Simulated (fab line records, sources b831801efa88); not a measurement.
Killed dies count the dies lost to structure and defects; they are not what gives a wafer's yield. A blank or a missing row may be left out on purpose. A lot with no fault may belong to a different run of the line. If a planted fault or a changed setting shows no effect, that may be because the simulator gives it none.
What tool caused it? -- flow sky130 -- 11 lots with 33 wafers sampled at 6 steps, on a route of 708 steps

WHAT THE GAUGES SHOWED, per wafer
SKY_POLY_CUT_OVL_MEAS_09. Usual: POLY_CUT_OVL 0 nm, standard deviation 5.7.
lot,measured,on,POLY_CUT_OVL (nm),flag
L676,day 24 09:59,overlay-02,12 12 13,
L677,day 24 21:13,overlay-01,-3 4 5,
L678,day 25 01:50,overlay-02,-8 -2 -4,
L679,day 25 13:20,overlay-02,9 6 -4,
L680,day 25 22:40,overlay-01,5 -3 -4,
L681,day 26 02:06,overlay-02,-5 -6 -9,
L682,day 26 12:54,overlay-02,2 2 -3,
L684,day 27 09:19,overlay-02,8 -1 6,
L688,day 28 16:06,overlay-01,-5 -7 -5,
L691,day 29 15:37,overlay-01,4 3 2,
L696,day 31 05:33,overlay-01,-2 -3 -4,

SKY_SD_P_OVL_MEAS_08. Usual: SD_P_OVL 0.7 nm, standard deviation 1.4.
lot,measured,on,SD_P_OVL (nm),flag
L676,day 25 16:29,overlay-01,-0.8 -0.1 -1.2,
L677,day 26 02:36,overlay-01,3.4 3.4 1.8,
L678,day 26 07:15,overlay-01,-0.1 2.6 2.8,
L679,day 26 19:18,overlay-01,1.7 5.1 1.7,
L680,day 27 04:11,overlay-02,-0.2 0.0 0.7,
L681,day 27 06:33,overlay-02,1.3 0.9 -0.3,
L682,day 27 17:23,overlay-02,1.7 0.2 0.9,
L684,day 28 14:10,overlay-02,-0.8 -0.5 -0.7,
L688,day 29 19:48,overlay-02,2.0 1.6 1.1,
L691,day 30 19:52,overlay-02,1.2 0.7 4.1,
L696,day 32 08:50,overlay-02,-0.9 2.6 -1.1,

SKY_LI_CONTACT_RS_MEAS_22: measurement is done with a four-point probe. Usual: LI_CONTACT_W_RS 0.286 ohm/sq, standard deviation 0.0057.
lot,measured,on,LI_CONTACT_W_RS (ohm/sq),flag
L676,day 29 09:23,filmMetro-04,0.282 0.282 0.290,
L677,day 29 19:07,filmMetro-03,0.283 0.290 0.284,
L678,day 29 23:17,filmMetro-03,0.284 0.292 0.292,
L679,day 30 11:41,filmMetro-04,0.289 0.294 0.286,
L680,day 30 20:03,filmMetro-04,0.288 0.284 0.288,
L681,day 30 23:18,filmMetro-03,0.286 0.284 0.295,
L682,day 31 08:02,filmMetro-03,0.282 0.291 0.290,
L684,day 32 04:33,filmMetro-02,0.284 0.286 0.293,
L688,day 33 08:08,filmMetro-02,0.289 0.289 0.286,
L691,day 34 07:08,filmMetro-04,0.281 0.282 0.293,
L696,day 35 18:53,filmMetro-02,0.265 0.292 0.281 0.266 0.292 0.281,

SKY_LI_CONTACT_THK_MEAS_23: measures by xrf. Usual: LI_CONTACT_W_THK 400 nm, standard deviation 9.4.
lot,measured,on,LI_CONTACT_W_THK (nm),flag
L676,day 29 09:31,filmMetro-04,412 412 398,
L677,day 29 19:13,filmMetro-03,401 392 401,
L678,day 29 23:24,filmMetro-03,400 387 389,
L679,day 30 11:48,filmMetro-04,406 397 408,
L680,day 30 20:10,filmMetro-04,406 413 403,
L681,day 30 23:25,filmMetro-03,394 392 382,
L682,day 31 08:10,filmMetro-03,397 386 386,
L684,day 32 04:39,filmMetro-02,401 401 390,
L688,day 33 08:16,filmMetro-02,397 399 400,
L691,day 34 07:13,filmMetro-04,414 412 393,
L696,day 35 21:50,filmMetro-02,431 390 405 431 391 406,

TOOL THAT RAN EACH LOT (tool first, then ch and the chambers of the sampled wafers, then the start)
lot,SKY_SPACER_ETCHBACK_02,SKY_LI_CONTACT_CVD_21
L676,"rieDiel-03 ch 0,1,2, day 23 03:46","cvdW-01 ch 0,1, day 29 09:16"
L677,"rieDiel-02 ch 1,2, day 23 15:11","cvdW-01 ch 0,1, day 29 18:59"
L678,"rieDiel-03 ch 0,3, day 23 19:10","cvdW-01 ch 0,1, day 29 23:09"
L679,"rieDiel-02 ch 1,2, day 24 07:20","cvdW-01 ch 0,1, day 30 11:34"
L680,"rieDiel-04 ch 2,3, day 24 17:31","cvdW-02 ch 0,1, day 30 19:56"
L681,"rieDiel-03 ch 1,2,3, day 24 20:48","cvdW-01 ch 0,1, day 30 23:10"
L682,"rieDiel-02 ch 0,1,2, day 25 07:56","cvdW-01 ch 0,1, day 31 07:55"
L684,"rieDiel-04 ch 0,1, day 26 03:44","cvdW-01 ch 0,1, day 32 04:26"
L688,"rieDiel-04 ch 0,2,3, day 27 11:43","cvdW-02 ch 1, day 33 07:53"
L691,"rieDiel-03 ch 1,2,3, day 28 11:37","cvdW-01 ch 0,1, day 34 06:59"
L696,"rieDiel-02 ch 0,1,2, day 30 01:44","cvdW-01 ch 0,1, day 35 18:46"
- SKY_SPACER_ETCHBACK_02: etches Si3N4 in CH3F/O2, stops on SiO2, time 46.7 s, target depth 45 nm.
- SKY_LI_CONTACT_CVD_21: deposits W, target thk 400 nm, time 120.56 s.

WHAT THE TOOLS THEMSELVES READ (means of the sampled wafers that have a number; where no wafer has one, the mark that the record gives instead)
SKY_SPACER_ETCHBACK_02. Usual: drypumpMotorCurrentA 5.6 A, standard deviation 0.42; oesProductAu 0.854 a.u., standard deviation 0.0064; throttleValvePct 10.563 %, standard deviation 0.0083.
lot,tool,drypumpMotorCurrentA (A),oesProductAu (a.u.),throttleValvePct (%),flag
L676,rieDiel-03,5.7,0.849,10.565,
L677,rieDiel-02,5.5,0.857,10.569,
L678,rieDiel-03,5.2,0.858,10.556,
L679,rieDiel-02,5.6,0.848,10.562,
L680,rieDiel-04,5.5,0.853,10.560,
L681,rieDiel-03,5.8,0.850,10.557,
L682,rieDiel-02,5.9,0.845,10.567,
L684,rieDiel-04,5.1,0.857,10.565,
L688,rieDiel-04,5.3,0.854,10.564,
L691,rieDiel-03,5.8,0.858,10.569,
L696,rieDiel-02,5.9,0.853,10.568,

SKY_LI_CONTACT_CVD_21. Usual: heaterPowerW reads 824 W (standard deviation 50).
lot,tool,heaterPowerW (W),flag
L676,cvdW-01,843,
L677,cvdW-01,831,
L678,cvdW-01,865,
L679,cvdW-01,850,
L680,cvdW-02,766,
L681,cvdW-01,828,
L682,cvdW-01,880,
L684,cvdW-01,830,
L688,cvdW-02,775,
L691,cvdW-01,849,
L696,cvdW-01,844,

THE ANSWER, worked out from the rows above alone
Rule: a lot counts as off when the mean over its wafers that have a number is more than 3 standard deviations away from the usual mean. Also off: a lot with no number at a reading for which 4 or more lots have one. The other lots that the step has rows for count as sound. Order of review: gauges by route order, followed by the tools' own readings, for which a lot's mean as printed above is used. The first step at which some lot is off is used, and at that step the reading that is off furthest; a lot without a number counts as furthest.
None of the lots is off at any reading shown; this tells nothing.

WHAT THE SIMULATOR PUT IN
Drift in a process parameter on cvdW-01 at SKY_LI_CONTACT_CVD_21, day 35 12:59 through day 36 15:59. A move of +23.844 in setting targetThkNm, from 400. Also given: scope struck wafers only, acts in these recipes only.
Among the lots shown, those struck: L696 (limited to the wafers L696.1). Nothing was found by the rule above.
